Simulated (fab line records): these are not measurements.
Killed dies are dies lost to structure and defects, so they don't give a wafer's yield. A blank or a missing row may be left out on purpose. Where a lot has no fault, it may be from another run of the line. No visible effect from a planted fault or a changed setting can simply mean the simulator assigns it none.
Comparing a struck lot with a sound one ; flow sky130 ; 28 out of 708 route steps
Sound: these wafers, L960.1, L960.3, L960.6. The struck wafers were L970.1, L970.2, L970.4. At the end, the cause is stated.
Each step with rows lists, per side, the tool, then ch with its chambers, then its first start. Under that, the readings that differ: sound wafers ; struck wafers ; difference of the means ; sigmas: that difference in standard deviations of wafers without a fault.
alike: a reading whose means differ by less than 2 such deviations, as well as words and numbers matching on both sides. not compared: withheld readings; readings where some wafer has no value; bounds like >300 that might hide an equal value; numbers whose values overlap and for which the record gives no deviation.
Wherever a step has rows on one side only, a row that says differs or no value, or a row with sigmas, the two part there. Non-overlapping numbers with no deviation appear without sigmas and do not part them. A reading that every wafer of one side lacks parts them only if that side has two wafers or more.

first, 10 steps without rows for these wafers: SKY_CONTACT_ETCH_18 (etches Si3N4 in CHF3/O2, stops on TiN, time 39 s, target depth 75 nm); SKY_CONTACT_STRIP_19 (strips in O2/N2); SKY_CONTACT_STRIP_20 (strips in post etch residue remover, time 1200 s); SKY_CONTACT_CLEAN_21 (cleans in IPA, time 180 s); SKY_CONTACT_CLEAN_22 (cleans in O3/DIW); SKY_CONTACT_SPUTTER_23 (material TiN, target thk 20 nm, time 80 s); SKY_CONTACT_CVD_24 (deposits W, target thk 340 nm, time 102.12 s); SKY_CONTACT_CMP_27 (polishes, stops on SiO2, t overpolish 15 s, target thk 0 nm); SKY_METAL1_SPUTTER_00 (material Ti, target thk 15 nm, time 10 s); SKY_METAL1_SPUTTER_01 (material TiN, target thk 20 nm, time 16.7 s).
SKY_METAL1_SPUTTER_02: material AlCu, target thk 250 nm, time 13.3 s.
  sound on pvd_sputter-01 at day 32 06:11; struck on pvd_sputter-01 at day 35 18:20
reading;sound;struck;difference;sigmas
model.AlCu_of_METAL1_SPUTTER_02.thk_nm (nm);245.3 245.1 245.3;127.8 132.5 127.4;-116.0;
  alike: throttle_valve_pct
then, 2 steps without rows for these wafers: SKY_METAL1_SPUTTER_03 (material Ti, target thk 5 nm, time 3.3 s); SKY_METAL1_SPUTTER_04 (material TiN, target thk 70 nm, time 58.3 s).
SKY_METAL1_RS_MEAS_05: measurement is done with a four-point probe.
  sound on film_metro-02 at day 32 06:17; struck on film_metro-04 at day 35 18:26
reading;sound;struck;difference;sigmas
METAL1_ALCU_RS (ohm/sq);0.1292 0.1293 0.1294;0.2565 0.2472 0.2577;+0.1245;+66
SKY_METAL1_THK_MEAS_06: measures by xrf.
  sound on film_metro-02 at day 32 06:24; struck on film_metro-04 at day 35 18:33
reading;sound;struck;difference;sigmas
METAL1_ALCU_THK (nm);241 242 242;127 132 127;-113;-33
then, 10 steps without rows for these wafers: SKY_METAL1_DEHYDRATE_07 (time 60 s); SKY_METAL1_HMDS_08 (prime time 60 s); SKY_METAL1_COAT_09 (resist thk 60 nm); SKY_METAL1_COAT_10 (resist thk 450 nm); SKY_METAL1_SOFTBAKE_11 (time 90 s); SKY_METAL1_EXPOSE_12 (exposes mask MM1, target cd 140 nm); SKY_METAL1_PEB_13; SKY_METAL1_DEVELOP_14 (develop time 60 s); SKY_METAL1_DESCUM_17 (chemistry O2, time 8 s); SKY_METAL1_ETCH_18 (etches BARC in N2/H2, stops on SiO2, time 45.9 s, target depth 60 nm).
SKY_METAL1_METAL_ETCH_19: etches the open film in Cl2/BCl3, stops on SiO2, target depth 360 nm, time 78 s.
  sound on rie_metal-02 ch 0,1, day 33 09:58; struck on rie_metal-04 ch 0,1, day 36 20:14
reading;sound;struck;difference;sigmas
oes_product_au (a.u.);0.846 0.847 0.845;0.716 0.717 0.719;-0.129;-18
  alike: bcl3_flow_sccm, chamber_pressure_mTorr, drypump_motor_current_A, mfc_cl2_sccm, throttle_valve_pct
  not compared: rf_hours_counter_h
then, 1 step without rows for these wafers: SKY_METAL1_STRIP_20 (strips in O2/N2).
-- the record jumps here: 12 days lie between the struck wafers' starts before and after (it left off in module METAL1 and takes up again in module PAD_OPEN, whose first step shown is number 708 of the route) --
SKY_PAD_OPEN_PROBE_99:
  sound on prober-01 at day 46 08:19; struck on prober-01 at day 48 21:29
reading;sound;struck;difference;sigmas
killed_at_front_end;7 7 12;14 26 13;+9;+2
model.etest.met1.line_ohm_um;0.9116 0.9191 0.9057;1.788 1.789 1.812;+0.884;
model.etest.met1.rs_ohm_sq;0.131 0.1309 0.13;0.2583 0.2495 0.2601;+0.1253;
  alike: defect_limited_yield, killed_at_M0_to_M3, killed_at_M4_up, killed_at_contacts, killed_at_other, killed_dies, killed_open, killed_short, sort_bin_3_pad_short, sort_bin_5_function, sort_bin_6_memory, sort_n_pass, sort_yield_pct
  not compared: model.etest.met1.rs_ohm_sq_rim_less_centre

WHERE THEY PART
At SKY_METAL1_RS_MEAS_05 first; at SKY_PAD_OPEN_PROBE_99 last (within this record only).

WHY: whatever the simulator had introduced
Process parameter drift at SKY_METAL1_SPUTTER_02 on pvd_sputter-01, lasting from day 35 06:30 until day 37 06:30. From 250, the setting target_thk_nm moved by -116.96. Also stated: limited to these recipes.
